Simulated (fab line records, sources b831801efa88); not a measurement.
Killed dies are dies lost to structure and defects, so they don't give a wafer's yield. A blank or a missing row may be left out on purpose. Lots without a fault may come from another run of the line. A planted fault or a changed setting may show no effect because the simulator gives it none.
A struck lot beside a sound one | flow sky130 | 16 steps out of a route of 708
Sound: wafers L949.1, L949.3, L949.4. Struck: wafers L937.1, L937.4, L937.5. The cause comes at the end.
At each step with rows: each side's tool, then ch and its chambers, then its first start. Under that, the readings that differ: sound wafers | struck wafers | difference of the means | sigmas: that difference in standard deviations of wafers without a fault.
alike: readings whose means differ by less than 2 such deviations, and words and numbers that are the same on both sides. not compared: withheld readings, readings that some wafer has no value for, bounds like >300 that may hide the same value, and numbers for which the record gives no deviation and whose values overlap.
The two part at a step that has a row with sigmas, a row that says differs or no value, or rows on one side only. Numbers that don't overlap but have no deviation are shown without sigmas and don't part them. A reading that every wafer of one side lacks parts them only if that side has two wafers or more.

SKY_VT_ADJUST_HVTP_OVL_MEAS_08:
  sound on overlay-01, day 11 03:07; struck on overlay-02, day 8 07:40
  alike: VT_ADJUST_HVTP_OVL
then, 1 step without rows for these wafers: SKY_VT_ADJUST_HVTP_IMPLANT_09.
SKY_VT_ADJUST_HVTP_STRIP_10: strips in O2/N2.
  sound on plasma_asher-04 ch 0,1, day 11 03:19; struck on plasma_asher-02 ch 0,1, day 8 07:52
  reading                      | sound             | struck            | difference | sigmas
  strip_time_to_endpoint_s (s) | 14.11 14.16 14.13 | 14.23 14.22 14.22 | +0.09      | +2
  alike: chamber_pressure_mTorr, drypump_motor_current_A, o2_flow_sccm, oes_product_au
  not compared: rf_hours_counter_h
SKY_VT_ADJUST_HVTP_TW_MEAS_11:
  sound on film_metro-04, day 11 03:25; struck on film_metro-04, day 8 07:58
  alike: VT_ADJUST_HVTP_TW
then, 7 steps without rows for these wafers: SKY_VT_ADJUST_LVTN_DEHYDRATE_00 (time 60 s); SKY_VT_ADJUST_LVTN_HMDS_01 (prime time 60 s); SKY_VT_ADJUST_LVTN_COAT_02 (resist thk 3000 nm); SKY_VT_ADJUST_LVTN_SOFTBAKE_03; SKY_VT_ADJUST_LVTN_EXPOSE_04 (exposes mask NWM COMPLEMENT LESS NATIVE, target cd 840 nm); SKY_VT_ADJUST_LVTN_PEB_05; SKY_VT_ADJUST_LVTN_DEVELOP_06 (develop time 60 s).
SKY_VT_ADJUST_LVTN_OVL_MEAS_07:
  sound on overlay-01, day 12 03:38; struck on overlay-01, day 9 05:35
  alike: VT_ADJUST_LVTN_OVL
SKY_VT_ADJUST_LVTN_IMPLANT_08:
  sound on implanter-03 ch 0, day 12 03:40; struck on implanter-04, day 9 05:37
  no value came back on the struck wafers for beam_energy_keV, beam_on_s (s); on the sound wafers beam_energy_keV reads 29.613 29.626 29.620
SKY_VT_ADJUST_LVTN_STRIP_09: strips in O2/N2.
  sound on plasma_asher-04 ch 0,1, day 12 03:49; struck on plasma_asher-04 ch 0,1, day 9 05:46
  alike: chamber_pressure_mTorr, drypump_motor_current_A, o2_flow_sccm, oes_product_au, strip_time_to_endpoint_s
  not compared: rf_hours_counter_h
SKY_VT_ADJUST_LVTN_TW_MEAS_10:
  sound on film_metro-03, day 12 03:55; struck on film_metro-02, day 9 05:52
  reading           | sound             | struck         | difference | sigmas
  VT_ADJUST_LVTN_TW | 240.7 240.9 240.9 | 30.2 30.1 30.3 | -210.6     | -88
then, 1 step without rows for these wafers: SKY_VT_ADJUST_LVTN_DEHYDRATE_11 (time 60 s).

WHERE THEY PART
First at SKY_VT_ADJUST_HVTP_STRIP_10; last, within this record, at SKY_VT_ADJUST_LVTN_TW_MEAS_10.

WHY: what the simulator had put in
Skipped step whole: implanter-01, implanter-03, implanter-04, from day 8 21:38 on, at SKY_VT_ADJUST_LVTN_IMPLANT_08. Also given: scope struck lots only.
